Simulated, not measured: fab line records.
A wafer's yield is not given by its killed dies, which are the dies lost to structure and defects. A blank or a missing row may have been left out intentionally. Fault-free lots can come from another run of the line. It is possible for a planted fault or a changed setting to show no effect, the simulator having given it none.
What tool caused it? -- flow gf180mcu -- Sampling: 14 lots, 42 wafers, 4 of 602 route steps

## WHAT THE GAUGES SHOWED, per wafer
GF_DNWELL_TW_MEAS_09. Usual: DNWELL_TW typically reads 1353, with standard deviation 5.8.
lot,measured,on,DNWELL_TW,flag
L786,day 2 21:44,film-metro-03,1352 1353 1349,
L788,day 3 04:53,film-metro-03,1346 1343 1341,
L789,day 3 11:47,film-metro-04,1352 1359 1359,
L790,day 3 18:11,film-metro-03,1350 1352 1348,
L791,day 3 21:13,film-metro-03,1356 1347 1358,
L792,day 4 02:59,film-metro-04,1354 1345 1349,
L793,day 4 07:29,film-metro-04,1358 1357 1352,
L796,day 5 01:10,film-metro-02,1362 1355 1358,
L797,day 5 06:25,film-metro-03,1364 1359 1355,
L798,day 5 09:50,film-metro-02,1361 1361 1361,
L799,day 5 19:07,film-metro-02,1344 1344 1353,
L803,day 6 13:42,film-metro-04,1349 1349 1348,
L804,day 6 20:29,film-metro-03,1350 1352 1353,
L809,day 8 02:05,film-metro-04,1356 1348 1360,

GF_VT_IMPLANT_OVL_MEAS_29. Usual: VT_IMPLANT_02_OVL typically reads 0.2 nm, with standard deviation 1.2.
lot,measured,on,VT_IMPLANT_02_OVL (nm),flag
L786,day 6 23:42,overlay-01,0.2 1.8 2.2,
L788,day 7 10:02,overlay-01,-1.0 0.3 1.0,
L789,day 7 19:29,overlay-01,1.2 -0.5 -1.0,
L790,day 8 01:23,overlay-02,0.3 -1.4 1.5,
L791,day 8 04:43,overlay-02,-1.0 -0.9 -1.1,
L792,day 8 11:50,overlay-02,-1.2 -1.3 -1.6,
L793,day 8 19:23,overlay-02,0.3 3.1 0.1,
L796,day 9 13:51,overlay-01,0.1 0.2 -0.7,
L797,day 9 22:27,overlay-01,0.3 -1.4 -0.7,
L798,day 10 01:19,overlay-02,2.4 -0.2 -0.4,
L799,day 10 11:37,overlay-01,3.0 2.0 1.9,
L803,day 11 12:44,overlay-01,0.6 -0.5 -1.1,
L804,day 11 21:56,overlay-01,-0.1 0.9 2.7,
L809,day 13 09:05,overlay-02,-0.8 2.0 0.8,

## WHAT TOOL EACH LOT RAN ON (gives the tool, then ch and the chambers of the sampled wafers, and finally the start)
lot,GF_NWELL_STRIP_10,GF_VT_IMPLANT_EXPOSE_04
L786,"plasma-asher-01 ch 0,1, day 3 10:37","iline-stepper-01 ch 0, day 5 11:17"
L788,"plasma-asher-03 ch 0,1, day 3 17:58","iline-stepper-02 ch 0, day 5 21:22"
L789,"plasma-asher-03 ch 0,1, day 4 01:43","iline-stepper-01 ch 0, day 6 05:08"
L790,"plasma-asher-03 ch 0,1, day 4 07:56","iline-stepper-02 ch 0, day 6 11:15"
L791,"plasma-asher-04 ch 0,1, day 4 10:17","iline-stepper-01 ch 0, day 6 12:43"
L792,"plasma-asher-01 ch 0,1, day 4 16:38","iline-stepper-01 ch 0, day 6 20:26"
L793,"plasma-asher-03 ch 0,1, day 4 21:31","iline-stepper-01 ch 0, day 7 03:11"
L796,"plasma-asher-04 ch 0,1, day 5 14:58","iline-stepper-02 ch 0, day 7 22:03"
L797,"plasma-asher-04 ch 0,1, day 5 21:22","iline-stepper-02 ch 0, day 8 03:56"
L798,"plasma-asher-04 ch 0,1, day 6 00:41","iline-stepper-01 ch 0, day 8 06:59"
L799,"plasma-asher-03 ch 1, day 6 09:49","iline-stepper-01 ch 0, day 8 16:43"
L803,"plasma-asher-04 ch 0,1, day 7 05:31","iline-stepper-01 ch 0, day 9 14:28"
L804,"plasma-asher-04 ch 0,1, day 7 12:47","iline-stepper-01 ch 0, day 9 22:49"
L809,"plasma-asher-04 ch 1, day 8 18:49","iline-stepper-02 ch 0, day 11 09:18"
- GF_NWELL_STRIP_10: strips in O2/N2.
- GF_VT_IMPLANT_EXPOSE_04: exposes mask LVPWELL LV AREA, target cd 600 nm.

## AS READ BY THE TOOLS THEMSELVES (means over the sampled wafers that have a number; for cases with no such wafer, the mark the record gives instead)
GF_NWELL_STRIP_10. Usual: drypump-motor-current-A 5.6 A, standard deviation 0.36; heater-power-w 325 W, standard deviation 20; oes-product-au 0.722 a.u., standard deviation 0.0045; strip-time-to-endpoint-s 37.02 s, standard deviation 0.095.
lot,tool,drypump-motor-current-A (A),heater-power-w (W),oes-product-au (a.u.),strip-time-to-endpoint-s (s),flag
L786,plasma-asher-01,5.3,303,0.720,36.91,
L788,plasma-asher-03,5.9,322,0.722,36.97,
L789,plasma-asher-03,5.5,311,0.723,37.07,
L790,plasma-asher-03,5.9,319,0.725,37.11,
L791,plasma-asher-04,5.6,345,0.719,37.03,
L792,plasma-asher-01,5.2,310,0.725,37.03,
L793,plasma-asher-03,5.5,307,0.723,36.85,
L796,plasma-asher-04,5.6,335,0.726,37.05,
L797,plasma-asher-04,5.6,349,0.721,37.02,
L798,plasma-asher-04,5.6,336,0.723,36.94,
L799,plasma-asher-03,6.3,328,0.726,36.83,
L803,plasma-asher-04,5.6,340,0.718,37.10,
L804,plasma-asher-04,5.6,347,0.723,37.03,
L809,plasma-asher-04,5.5,345,0.723,37.06,

GF_VT_IMPLANT_EXPOSE_04. Usual: exposure-dose-mJ-cm2 139.98, standard deviation 0.14.
lot,tool,exposure-dose-mJ-cm2,flag
L786,iline-stepper-01,140.03,
L788,iline-stepper-02,140.11,
L789,iline-stepper-01,139.98,
L790,iline-stepper-02,139.90,
L791,iline-stepper-01,139.77,
L792,iline-stepper-01,139.99,
L793,iline-stepper-01,139.97,
L796,iline-stepper-02,140.01,
L797,iline-stepper-02,140.00,
L798,iline-stepper-01,139.88,
L799,iline-stepper-01,139.94,
L803,iline-stepper-01,128.61,OFF
L804,iline-stepper-01,128.62,OFF
L809,iline-stepper-02,140.07,

## THE ANSWER, worked out from the rows above alone
Rule: take the mean of a lot's wafers that have a number; if it is more than 3 standard deviations from the usual mean, the lot is off. A lot without any number at a reading at which 4 lots or more have one is off too. The other lots that the step has rows for count as sound. The gauges are gone through in route order, then the tools' own readings, and for those a lot's mean is taken as printed above. At the first step where some lot is off, the reading lying furthest off is the one used; lots without a number count as furthest.
Off: L803, L804, at GF_VT_IMPLANT_EXPOSE_04 (exposure-dose-mJ-cm2).
If a tool, at that step or one of the process steps before it, ran each lot that is off and ran no sound lot following the first of them, it fits. One candidate fits, namely iline-stepper-01 at GF_VT_IMPLANT_EXPOSE_04. Its last sound lot is L799 (day 8 16:43), its first lot that is off L803 (day 9 14:28): a fault that began between those two fits.
The tool's own readings at GF_VT_IMPLANT_EXPOSE_04 bear it out: on the lots that are off they differ by more than 5 times the standard deviation of the sound lots' means. exposure-dose-mJ-cm2 reads 128.62 there against 139.97 on the sound lots.

## WHAT THE SIMULATOR HAD INSERTED
Process parameter drift: iline-stepper-01, from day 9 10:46 on, at GF_VT_IMPLANT_EXPOSE_04. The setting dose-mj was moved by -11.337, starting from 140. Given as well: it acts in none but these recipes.
Struck lots among those shown: L803, L804. The rule given above showed the same thing.
